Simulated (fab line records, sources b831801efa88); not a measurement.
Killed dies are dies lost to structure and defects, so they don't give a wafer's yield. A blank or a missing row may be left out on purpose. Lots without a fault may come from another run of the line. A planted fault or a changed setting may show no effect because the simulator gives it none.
One fault seen from 2 desks | flow gf180mcu | each desk has only its own numbers; what lay behind them comes last

THE TOOL OWNER'S DESK: cvd_w-01
The tool's own readings at GF_V4_CVD_23 (deposits W, target thk 350 nm, time 104.9 s): means of the sampled wafers that have a number, for each lot that ran on this tool. A lot is out of limits, marked OUT, if its mean lies more than 4 standard deviations from the usual mean; the brackets give that distance.
Columns: A = chamber_pressure_Torr at GF_V4_CVD_23, usual 40.02 Torr; B = heater_power_w at GF_V4_CVD_23, usual 841 W
lot  | first seen here | A                       | B
L239 | day 24 09:05    | 40.05                   | 854
L242 | day 25 06:53    | 40.09                   | 862
L253 | day 29 04:17    | 40.01                   | 861
L259 | day 30 13:44    | 29.40 (-99 or more) OUT | 870
This desk's finding: out of limits on L259; first on L259, day 30 13:44 (chamber_pressure_Torr at GF_V4_CVD_23). In limits: L239, L242, L253.

THE METROLOGY DESK
What the gauges read, lot by lot, whatever tool the lot ran on: means of the sampled wafers that have a number. A lot is out of limits, marked OUT, if its mean lies more than 4 standard deviations from the usual mean; the brackets give that distance.
Columns: A = V3_CVD_02_THK at GF_V3_THK_MEAS_03, usual 857 nm; B = V4_W_RS at GF_V4_RS_MEAS_24, usual 0.327 ohm/sq; C = V4_W_THK at GF_V4_THK_MEAS_25, usual 344 nm; D = cd_nm at GF_M5_CD_MEAS_07, usual 280.1 nm
lot  | first seen here | A   | B               | C              | D
L239 | day 21 07:20    | 858 | 0.326           | 345            | 280.0
L242 | day 22 06:28    | 865 | 0.328           | 347            | 279.4
L243 | day 22 17:19    | 855 | 0.325           | 347            | 280.4
L246 | day 24 03:17    | 870 | 0.325           | 344            | 279.7
L248 | day 24 14:47    | 869 | 0.326           | 347            | 280.5
L250 | day 25 18:33    | 843 | 0.331           | 343            | 278.4
L253 | day 26 13:14    | 853 | 0.328           | 341            | 279.4
L255 | day 27 01:39    | 841 | 0.322           | 350            | 279.8
L258 | day 27 18:31    | 863 | 0.327           | 347            | 279.8
L259 | day 28 00:59    | 857 | 0.383 (+14) OUT | 297 (-9.8) OUT | 279.7
L262 | day 28 18:10    | 856 | 0.326           | 345            | 279.7
This desk's finding: out of limits on L259; first on L259, day 30 13:51 (V4_W_RS at GF_V4_RS_MEAS_24). In limits: L239, L242, L243, L246, L248, L250, L253, L255, L258, L262.

PUT TOGETHER
The tool owner's desk could have raised an alarm at day 30 13:44, on L259.
The metrology desk could have raised an alarm at day 30 13:51, on L259.
Of the lots named, all ran GF_V4_CVD_23 on cvd_w-01.

WHAT THE SIMULATOR HAD PUT IN
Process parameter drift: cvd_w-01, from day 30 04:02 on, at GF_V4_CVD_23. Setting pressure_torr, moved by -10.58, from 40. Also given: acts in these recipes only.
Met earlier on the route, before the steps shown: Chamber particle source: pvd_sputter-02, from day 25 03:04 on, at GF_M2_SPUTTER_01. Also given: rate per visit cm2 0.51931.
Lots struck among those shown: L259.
Hours from the fault's start to each desk's first reading out of limits: the tool owner's desk, 10; the metrology desk, 10.
